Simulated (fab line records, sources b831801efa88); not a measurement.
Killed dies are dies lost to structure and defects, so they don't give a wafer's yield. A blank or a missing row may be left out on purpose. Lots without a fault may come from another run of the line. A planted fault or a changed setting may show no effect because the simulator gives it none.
Chamber matching | flow gf180mcu | GF_V3_CMP_26 on cmp-01: 4 sister chambers
The step polishes, stops on SiO2, t overpolish 15 s, target thk 0 nm. 20 wafers are shown with their chamber, then 10 later ones without.

WAFERS WITH THEIR CHAMBER
wafer  | chamber | motor_current_A (A) | time_to_endpoint_s (s) | head_pressure_psi (psi)
L727.1 | 3       | 9.4                 | 85                     | 3.503
L727.3 | 0       | 10.8                | 83                     | 3.503
L727.5 | 2       | 9.4                 | 92                     | 3.515
L729.2 | 3       | 8.9                 | 85                     | 3.498
L729.5 | 2       | 9.9                 | 87                     | 3.513
L729.6 | 3       | 9.1                 | 86                     | 3.500
L730.2 | 0       | 10.8                | 81                     | 3.503
L730.3 | 1       | 10.0                | 78                     | 3.503
L730.4 | 3       | 9.5                 | 87                     | 3.495
L731.1 | 2       | 10.2                | 92                     | 3.496
L731.3 | 0       | 11.0                | 83                     | 3.517
L731.6 | 1       | 10.7                | 80                     | 3.497
L734.1 | 3       | 8.8                 | 93                     | 3.493
L734.4 | 1       | 11.1                | 84                     | 3.512
L734.5 | 1       | 10.6                | 80                     | 3.513
L736.1 | 2       | 9.9                 | 96                     | 3.502
L736.3 | 3       | 8.9                 | 89                     | 3.495
L736.4 | 1       | 10.2                | 82                     | 3.512
L737.3 | 0       | 11.4                | 86                     | 3.510
L737.5 | 2       | 9.8                 | 93                     | 3.515

SIGNATURES (means of the wafers above)
reading            | chamber 0 | chamber 1 | chamber 2 | chamber 3 | scatter within a chamber
motor_current_A    | 11.000    | 10.520    | 9.840     | 9.100     | 0.33
time_to_endpoint_s | 83.25     | 80.80     | 92.00     | 87.50     | 2.77
head_pressure_psi  | 3.50825   | 3.50740   | 3.50820   | 3.49733   | 0.00665
Rule: a wafer's distance from a chamber is the root of the sum, over the readings, of the square of ((its reading less the chamber's mean) divided by the reading's scatter). The wafer belongs to the nearest chamber; if the next one is less than 2 further off, it can't be placed. The scatter: the root of (the sum of the squares of (reading less its chamber's mean) over the shown wafers, divided by (wafers less chambers)).

WAFERS WITHOUT THEIR CHAMBER
wafer  | motor_current_A (A) | time_to_endpoint_s (s) | head_pressure_psi (psi)
L737.6 | 10.1                | 79                     | 3.492
L738.2 | 11.0                | 86                     | 3.490
L738.3 | 10.0                | 89                     | 3.502
L738.6 | 10.0                | 92                     | 3.501
L739.4 | 9.6                 | 95                     | 3.497
L739.5 | 11.7                | 89                     | 3.505
L739.6 | 10.5                | 84                     | 3.505
L741.1 | 10.8                | 79                     | 3.512
L741.2 | 10.3                | 88                     | 3.513
L741.3 | 10.6                | 80                     | 3.499

WHICH CHAMBER EACH WENT THROUGH
wafer  | from the rows above          | in truth
L737.6 | can't be placed: 1 or 0 or 3 | 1
L738.2 | can't be placed: 0 or 1      | 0
L738.3 | can't be placed: 2 or 3 or 1 | 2
L738.6 | 2                            | 2
L739.4 | can't be placed: 2 or 3      | 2
L739.5 | can't be placed: 0 or 1      | 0
L739.6 | can't be placed: 1 or 0      | 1
L741.1 | can't be placed: 1 or 0      | 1
L741.2 | can't be placed: 2 or 1 or 0 | 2
L741.3 | can't be placed: 1 or 0      | 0
Placed correctly: 1 of 10. Can't be placed from these rows: 9 (the true chamber is among the candidates in 9). Placed wrongly: 0.
